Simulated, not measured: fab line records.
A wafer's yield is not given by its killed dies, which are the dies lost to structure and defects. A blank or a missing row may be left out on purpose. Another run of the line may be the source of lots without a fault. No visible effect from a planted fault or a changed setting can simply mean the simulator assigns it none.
Which tool did it? :: flow sky130 :: 24 lots, 72 wafers sampled, at 4 steps of a route of 708

== WHAT THE GAUGES SHOWED, per wafer ==
SKY_VIA1_CD_MEAS_12: target cd 150 nm. Usual: cdNm at 150.2 nm, with a standard deviation of 1.6.
lot: L074
measured: day 33 20:28
on: cdSem-01
cdNm (nm): 150.6 149.6 151.0
flag: 

lot: L075
measured: day 34 05:56
on: cdSem-02
cdNm (nm): 149.8 152.3 151.5
flag: 

lot: L076
measured: day 34 08:32
on: cdSem-02
cdNm (nm): 149.4 150.2 148.8
flag: 

lot: L077
measured: day 34 20:17
on: cdSem-02
cdNm (nm): 149.2 150.3 150.5
flag: 

lot: L078
measured: day 35 03:26
on: cdSem-01
cdNm (nm): 150.2 149.7 150.5
flag: 

lot: L079
measured: day 35 05:41
on: cdSem-01
cdNm (nm): 151.3 151.7 151.9
flag: 

lot: L080
measured: day 35 16:44
on: cdSem-02
cdNm (nm): 150.8 151.0 151.2
flag: 

lot: L081
measured: day 36 07:07
on: cdSem-01
cdNm (nm): 151.1 150.1 150.1
flag: 

lot: L082
measured: day 36 11:35
on: cdSem-02
cdNm (nm): 149.7 149.7 149.4
flag: 

lot: L083
measured: day 37 03:15
on: cdSem-01
cdNm (nm): 151.7 152.3 151.6
flag: 

lot: L084
measured: day 37 11:52
on: cdSem-02
cdNm (nm): 148.0 148.4 148.0
flag: 

lot: L086
measured: day 37 16:56
on: cdSem-01
cdNm (nm): 152.3 150.0 151.0
flag: 

lot: L085
measured: day 37 18:23
on: cdSem-01
cdNm (nm): 149.5 149.4 150.9
flag: 

lot: L087
measured: day 38 01:29
on: cdSem-01
cdNm (nm): 150.3 150.7 150.4
flag: 

lot: L088
measured: day 38 05:59
on: cdSem-02
cdNm (nm): 150.6 149.2 150.4
flag: 

lot: L089
measured: day 38 21:44
on: cdSem-01
cdNm (nm): 149.3 150.7 150.8
flag: 

lot: L090
measured: day 39 03:29
on: cdSem-01
cdNm (nm): 151.1 150.5 149.6
flag: 

lot: L091
measured: day 39 11:47
on: cdSem-01
cdNm (nm): 149.8 148.9 148.2
flag: 

lot: L092
measured: day 39 14:56
on: cdSem-01
cdNm (nm): 149.8 150.2 150.3
flag: 

lot: L093
measured: day 39 20:16
on: cdSem-01
cdNm (nm): 151.7 153.1 153.3
flag: 

lot: L094
measured: day 39 23:08
on: cdSem-01
cdNm (nm): 152.5 154.1 152.4
flag: 

lot: L095
measured: day 40 08:16
on: cdSem-01
cdNm (nm): 150.8 149.0 149.3
flag: 

lot: L096
measured: day 40 13:59
on: cdSem-02
cdNm (nm): 149.7 150.4 149.7
flag: 

lot: L097
measured: day 40 23:38
on: cdSem-01
cdNm (nm): 145.8 146.1 144.9
flag: 

SKY_METAL2_OVL_MEAS_16. Usual: METAL2_OVL 2 nm, standard deviation 5.8.
lot: L074
measured: day 34 23:58
on: overlay-02
METAL2_OVL (nm): 4 4 1
flag: 

lot: L075
measured: day 35 09:28
on: overlay-01
METAL2_OVL (nm): -8 -6 -7
flag: 

lot: L076
measured: day 35 12:23
on: overlay-02
METAL2_OVL (nm): -1 -4 1
flag: 

lot: L077
measured: day 36 00:01
on: overlay-02
METAL2_OVL (nm): -3 -4 0
flag: 

lot: L078
measured: day 36 07:16
on: overlay-01
METAL2_OVL (nm): 6 12 10
flag: 

lot: L079
measured: day 36 09:13
on: overlay-02
METAL2_OVL (nm): 1 1 -2
flag: 

lot: L080
measured: day 36 20:13
on: overlay-02
METAL2_OVL (nm): 5 -1 15
flag: 

lot: L081
measured: day 37 10:40
on: overlay-01
METAL2_OVL (nm): 5 8 12
flag: 

lot: L082
measured: day 37 15:10
on: overlay-01
METAL2_OVL (nm): 5 2 8
flag: 

lot: L083
measured: day 38 06:58
on: overlay-01
METAL2_OVL (nm): 3 10 1
flag: 

lot: L084
measured: day 38 15:17
on: overlay-02
METAL2_OVL (nm): -6 -1 -7
flag: 

lot: L086
measured: day 38 20:32
on: overlay-01
METAL2_OVL (nm): 12 3 3
flag: 

lot: L085
measured: day 38 21:16
on: overlay-01
METAL2_OVL (nm): -8 -1 -3
flag: 

lot: L087
measured: day 39 04:10
on: overlay-02
METAL2_OVL (nm): -4 -2 3
flag: 

lot: L088
measured: day 39 09:01
on: overlay-02
METAL2_OVL (nm): 2 -6 5
flag: 

lot: L089
measured: day 39 23:34
on: overlay-02
METAL2_OVL (nm): -10 -6 -6
flag: 

lot: L090
measured: day 40 05:52
on: overlay-02
METAL2_OVL (nm): 3 -3 4
flag: 

lot: L091
measured: day 40 12:25
on: overlay-01
METAL2_OVL (nm): 0 -2 5
flag: 

lot: L092
measured: day 40 16:40
on: overlay-02
METAL2_OVL (nm): 5 -1 -1
flag: 

lot: L093
measured: day 41 01:43
on: overlay-02
METAL2_OVL (nm): 12 5 8
flag: 

lot: L094
measured: day 41 03:22
on: overlay-01
METAL2_OVL (nm): 3 4 3
flag: 

lot: L095
measured: day 41 10:42
on: overlay-01
METAL2_OVL (nm): 5 0 9
flag: 

lot: L096
measured: day 41 15:30
on: overlay-01
METAL2_OVL (nm): -6 4 -3
flag: 

lot: L097
measured: day 42 01:41
on: overlay-02
METAL2_OVL (nm): 2 8 -1
flag: 

SKY_VIA3_CD_MEAS_12: target cd 200 nm. Usual: cdNm at 200.1 nm, with a standard deviation of 1.5.
lot: L074
measured: day 39 10:58
on: cdSem-02
cdNm (nm): 201.5 202.3 201.8
flag: 

lot: L075
measured: day 39 21:20
on: cdSem-01
cdNm (nm): 200.5 200.8 200.7
flag: 

lot: L076
measured: day 39 22:23
on: cdSem-01
cdNm (nm): 201.4 202.2 202.0
flag: 

lot: L077
measured: day 40 08:16
on: cdSem-02
cdNm (nm): 198.6 198.6 198.1
flag: 

lot: L078
measured: day 40 16:07
on: cdSem-02
cdNm (nm): 200.5 201.8 200.9
flag: 

lot: L079
measured: day 41 00:56
on: cdSem-02
cdNm (nm): 199.5 200.3 199.6
flag: 

lot: L080
measured: day 41 07:04
on: cdSem-02
cdNm (nm): 201.6 202.8 203.4
flag: 

lot: L081
measured: day 41 18:41
on: cdSem-01
cdNm (nm): 200.6 199.8 200.2
flag: 

lot: L082
measured: day 41 21:29
on: cdSem-01
cdNm (nm): 201.8 203.4 201.1
flag: 

lot: L083
measured: day 42 12:27
on: cdSem-02
cdNm (nm): 201.7 202.4 201.5
flag: 

lot: L084
measured: day 43 01:29
on: cdSem-02
cdNm (nm): 199.9 199.6 199.4
flag: 

lot: L086
measured: day 43 03:22
on: cdSem-01
cdNm (nm): 200.1 200.0 200.6
flag: 

lot: L085
measured: day 43 05:05
on: cdSem-01
cdNm (nm): 199.3 199.2 198.7
flag: 

lot: L087
measured: day 43 08:41
on: cdSem-01
cdNm (nm): 198.9 197.4 198.9
flag: 

lot: L088
measured: day 43 13:05
on: cdSem-02
cdNm (nm): 202.3 200.4 200.3
flag: 

lot: L089
measured: day 44 05:16
on: cdSem-02
cdNm (nm): 196.7 198.4 197.6
flag: 

lot: L090
measured: day 44 10:07
on: cdSem-02
cdNm (nm): 197.8 197.2 198.5
flag: 

lot: L091
measured: day 44 14:31
on: cdSem-02
cdNm (nm): 198.8 197.8 198.2
flag: 

lot: L092
measured: day 44 18:41
on: cdSem-01
cdNm (nm): 199.8 200.0 200.2
flag: 

lot: L093
measured: day 45 03:05
on: cdSem-02
cdNm (nm): 200.8 200.8 199.7
flag: 

lot: L094
measured: day 45 03:14
on: cdSem-01
cdNm (nm): 200.1 199.0 199.8
flag: 

lot: L095
measured: day 45 10:16
on: cdSem-01
cdNm (nm): 198.6 198.7 198.4
flag: 

lot: L096
measured: day 45 13:34
on: cdSem-02
cdNm (nm): 201.3 201.5 201.2
flag: 

lot: L097
measured: day 45 23:56
on: cdSem-01
cdNm (nm): 198.7 201.5 200.7
flag: 

== TOOL THAT RAN EACH LOT (tool first, then ch and the chambers of the sampled wafers, then the start) ==
lot: L074
SKY_CONTACT_CVD_24: cvdW-01 ch 1, day 31 11:43

lot: L075
SKY_CONTACT_CVD_24: cvdW-02 ch 0,1, day 31 21:45

lot: L076
SKY_CONTACT_CVD_24: cvdW-02 ch 0,1, day 32 02:22

lot: L077
SKY_CONTACT_CVD_24: cvdW-01 ch 0,1, day 32 11:59

lot: L078
SKY_CONTACT_CVD_24: cvdW-01 ch 1, day 32 20:11

lot: L079
SKY_CONTACT_CVD_24: cvdW-02 ch 0,1, day 32 22:01

lot: L080
SKY_CONTACT_CVD_24: cvdW-01 ch 0,1, day 33 11:21

lot: L081
SKY_CONTACT_CVD_24: cvdW-01 ch 0,1, day 34 00:34

lot: L082
SKY_CONTACT_CVD_24: cvdW-01 ch 0,1, day 34 03:56

lot: L083
SKY_CONTACT_CVD_24: cvdW-02 ch 0,1, day 34 20:54

lot: L084
SKY_CONTACT_CVD_24: cvdW-02 ch 0,1, day 35 05:56

lot: L086
SKY_CONTACT_CVD_24: cvdW-01 ch 0,1, day 35 10:40

lot: L085
SKY_CONTACT_CVD_24: cvdW-02 ch 0,1, day 35 11:56

lot: L087
SKY_CONTACT_CVD_24: cvdW-02 ch 0,1, day 35 20:04

lot: L088
SKY_CONTACT_CVD_24: cvdW-02 ch 0,1, day 35 23:52

lot: L089
SKY_CONTACT_CVD_24: cvdW-02 ch 0,1, day 36 16:59

lot: L090
SKY_CONTACT_CVD_24: cvdW-02 ch 0,1, day 36 22:35

lot: L091
SKY_CONTACT_CVD_24: cvdW-02 ch 0,1, day 37 07:26

lot: L092
SKY_CONTACT_CVD_24: cvdW-02 ch 0,1, day 37 09:31

lot: L093
SKY_CONTACT_CVD_24: cvdW-01 ch 0,1, day 37 14:30

lot: L094
SKY_CONTACT_CVD_24: cvdW-02 ch 0,1, day 37 19:32

lot: L095
SKY_CONTACT_CVD_24: cvdW-01 ch 0,1, day 38 05:29

lot: L096
SKY_CONTACT_CVD_24: cvdW-01 ch 0,1, day 38 11:52

lot: L097
SKY_CONTACT_CVD_24: cvdW-02 ch 0,1, day 38 15:10
- SKY_CONTACT_CVD_24: deposits W, target thk 340 nm, time 102.12 s.

== AS READ BY THE TOOLS THEMSELVES (means over the sampled wafers that have a number; for cases with no such wafer, the mark the record gives instead) ==
SKY_CONTACT_CVD_24. Usual: chamberPressureTorr 40.00 Torr, standard deviation 0.078; heaterPowerW 801 W, standard deviation 35.
lot: L074
tool: cvdW-01
chamberPressureTorr (Torr): 39.95
heaterPowerW (W): 739
flag: 

lot: L075
tool: cvdW-02
chamberPressureTorr (Torr): 40.05
heaterPowerW (W): 813
flag: 

lot: L076
tool: cvdW-02
chamberPressureTorr (Torr): 39.97
heaterPowerW (W): 809
flag: 

lot: L077
tool: cvdW-01
chamberPressureTorr (Torr): 39.97
heaterPowerW (W): 794
flag: 

lot: L078
tool: cvdW-01
chamberPressureTorr (Torr): 40.05
heaterPowerW (W): 737
flag: 

lot: L079
tool: cvdW-02
chamberPressureTorr (Torr): 39.99
heaterPowerW (W): 800
flag: 

lot: L080
tool: cvdW-01
chamberPressureTorr (Torr): 40.02
heaterPowerW (W): 777
flag: 

lot: L081
tool: cvdW-01
chamberPressureTorr (Torr): 39.94
heaterPowerW (W): 789
flag: 

lot: L082
tool: cvdW-01
chamberPressureTorr (Torr): 40.13
heaterPowerW (W): 797
flag: 

lot: L083
tool: cvdW-02
chamberPressureTorr (Torr): 39.90
heaterPowerW (W): 809
flag: 

lot: L084
tool: cvdW-02
chamberPressureTorr (Torr): 40.08
heaterPowerW (W): 820
flag: 

lot: L086
tool: cvdW-01
chamberPressureTorr (Torr): 40.02
heaterPowerW (W): 770
flag: 

lot: L085
tool: cvdW-02
chamberPressureTorr (Torr): 40.05
heaterPowerW (W): 809
flag: 

lot: L087
tool: cvdW-02
chamberPressureTorr (Torr): 39.97
heaterPowerW (W): 818
flag: 

lot: L088
tool: cvdW-02
chamberPressureTorr (Torr): 39.96
heaterPowerW (W): 803
flag: 

lot: L089
tool: cvdW-02
chamberPressureTorr (Torr): 40.07
heaterPowerW (W): 810
flag: 

lot: L090
tool: cvdW-02
chamberPressureTorr (Torr): 40.01
heaterPowerW (W): 817
flag: 

lot: L091
tool: cvdW-02
chamberPressureTorr (Torr): 40.04
heaterPowerW (W): 819
flag: 

lot: L092
tool: cvdW-02
chamberPressureTorr (Torr): 39.99
heaterPowerW (W): 807
flag: 

lot: L093
tool: cvdW-01
chamberPressureTorr (Torr): 39.99
heaterPowerW (W): 802
flag: 

lot: L094
tool: cvdW-02
chamberPressureTorr (Torr): 39.97
heaterPowerW (W): 800
flag: 

lot: L095
tool: cvdW-01
chamberPressureTorr (Torr): 39.94
heaterPowerW (W): 766
flag: 

lot: L096
tool: cvdW-01
chamberPressureTorr (Torr): 39.91
heaterPowerW (W): 762
flag: 

lot: L097
tool: cvdW-02
chamberPressureTorr (Torr): 40.05
heaterPowerW (W): 806
flag: 

== THE ANSWER, worked out from the rows above alone ==
Rule: a lot is off if the mean of its wafers that have a number lies more than 3 standard deviations from the usual mean. A lot without any number at a reading at which 4 lots or more have one is off too. The other lots that the step has rows for count as sound. Order of review: gauges by route order, followed by the tools' own readings, for which a lot's mean as printed above is used. At the first step where some lot is off, the reading lying furthest off is the one used; lots without a number count as furthest.
Nothing can be told from this: no lot is off at any reading shown.

== WHAT WAS PUT IN BY THE SIMULATOR ==
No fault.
